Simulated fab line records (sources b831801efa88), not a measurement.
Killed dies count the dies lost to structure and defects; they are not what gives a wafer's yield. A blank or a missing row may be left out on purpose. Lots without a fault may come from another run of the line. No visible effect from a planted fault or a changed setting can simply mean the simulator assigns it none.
Which tool was responsible?    flow sky130    36 wafers from 12 lots sampled at 3 of the route's 708 steps

## WHAT THE GAUGES READ, wafer by wafer
SKY_METAL4_OVL_MEAS_14.
lot   measured      on          METAL4_OVL (nm)
L700  day 41 19:37  overlay-01  -6 -4 -5
L702  day 42 13:46  overlay-02  -8 -7 -7
L703  day 42 15:30  overlay-02  -2 -2 -2
L704  day 43 00:19  overlay-01  -2 -2 2
L709  day 44 16:40  overlay-02  -6 3 -4
L710  day 44 23:07  overlay-02  -2 -5 -3
L711  day 45 10:51  overlay-02  -6 -10 -8
L713  day 45 16:31  overlay-02  5 12 19
L716  day 46 08:04  overlay-02  2 2 1
L717  day 46 21:55  overlay-02  0 9 7
L718  day 46 22:06  overlay-02  8 18 9
L723  day 48 01:39  overlay-01  -5 -3 -1

SKY_VIA4_OVL_MEAS_11.
lot   measured      on          VIA4_OVL (nm)
L700  day 42 21:00  overlay-02  2.0 1.1 1.0
L702  day 43 14:44  overlay-01  -0.7 -1.0 -1.3
L703  day 43 16:32  overlay-01  -1.8 -1.3 -1.3
L704  day 43 23:56  overlay-02  -0.3 -0.5 -1.6
L709  day 45 15:57  overlay-02  -0.1 -1.5 -0.5
L710  day 45 22:00  overlay-02  0.8 0.4 1.1
L711  day 46 09:39  overlay-01  -1.0 0.0 -0.5
L713  day 46 15:14  overlay-02  -0.6 0.0 -1.8
L716  day 47 05:14  overlay-01  -0.9 0.6 -1.0
L717  day 47 18:48  overlay-01  -2.6 -1.4 -0.3
L718  day 47 19:26  overlay-02  -1.2 0.6 -1.1
L723  day 48 21:27  overlay-02  -2.0 -1.5 -3.3

## TOOL THAT RAN EACH LOT (tool first, then ch and the chambers of the sampled wafers, then the start)
lot   SKY_METAL4_DESCUM_15
L700  rie_metal-01 ch 0,1, day 41 19:38
L702  rie_metal-01 ch 0,1, day 42 13:48
L703  rie_metal-01 ch 0,1, day 42 15:32
L704  rie_metal-01 ch 0,1, day 43 00:21
L709  rie_metal-04 ch 0, day 44 16:42
L710  rie_metal-01 ch 1, day 44 23:08
L711  rie_metal-01 ch 0,1, day 45 10:53
L713  rie_metal-02 ch 0,1, day 45 16:32
L716  rie_metal-04 ch 1, day 46 08:06
L717  rie_metal-01 ch 0,1, day 46 21:56
L718  rie_metal-02 ch 0,1, day 46 22:08
L723  rie_metal-01 ch 0,1, day 48 01:41
- SKY_METAL4_DESCUM_15: chemistry O2, time 8 s.

## WHAT THE TOOLS THEMSELVES READ (means of the sampled wafers that have a number; where no wafer has one, the mark that the record gives instead)
SKY_METAL4_DESCUM_15.
lot   tool          drypump_motor_current_A (A)  oes_product_au (a.u.)  rf_fwd_power_W (W)
L700  rie_metal-01  5.5                          0.997                  146.9
L702  rie_metal-01  5.5                          0.993                  147.0
L703  rie_metal-01  5.5                          0.995                  147.0
L704  rie_metal-01  5.1                          0.993                  147.4
L709  rie_metal-04  6.2                          0.988                  147.9
L710  rie_metal-01  4.8                          0.997                  147.2
L711  rie_metal-01  5.5                          0.996                  147.6
L713  rie_metal-02  5.6                          1.012                  147.5
L716  rie_metal-04  5.4                          1.012                  148.5
L717  rie_metal-01  5.1                          0.987                  147.6
L718  rie_metal-02  5.6                          1.004                  147.4
L723  rie_metal-01  5.5                          1.002                  147.4

## THE ANSWER, worked out from the rows above alone
Rule: the usual values come from the lots themselves. The widest of any qualifying gaps counts: lots, ordered by their means at a reading, are off when they make up no more than a third of the lots, leave a main group of 4 or more, and stand apart from it by 3 or more times the standard deviation of that group's means. A main group whose means are all the same, to the digits that the tables above print for the reading, isn't used. A lot without any number at a reading at which 4 lots or more have one is off too. Any other lot the step has rows for is counted as sound. Order of review: gauges by route order, followed by the tools' own readings, for which a lot's mean as printed above is used. The first step at which some lot is off is used, and at that step the reading that is off furthest; a lot without a number counts as furthest.
None of the lots is off at any reading shown; this tells nothing.

## WHAT HAD BEEN PUT IN BY THE SIMULATOR
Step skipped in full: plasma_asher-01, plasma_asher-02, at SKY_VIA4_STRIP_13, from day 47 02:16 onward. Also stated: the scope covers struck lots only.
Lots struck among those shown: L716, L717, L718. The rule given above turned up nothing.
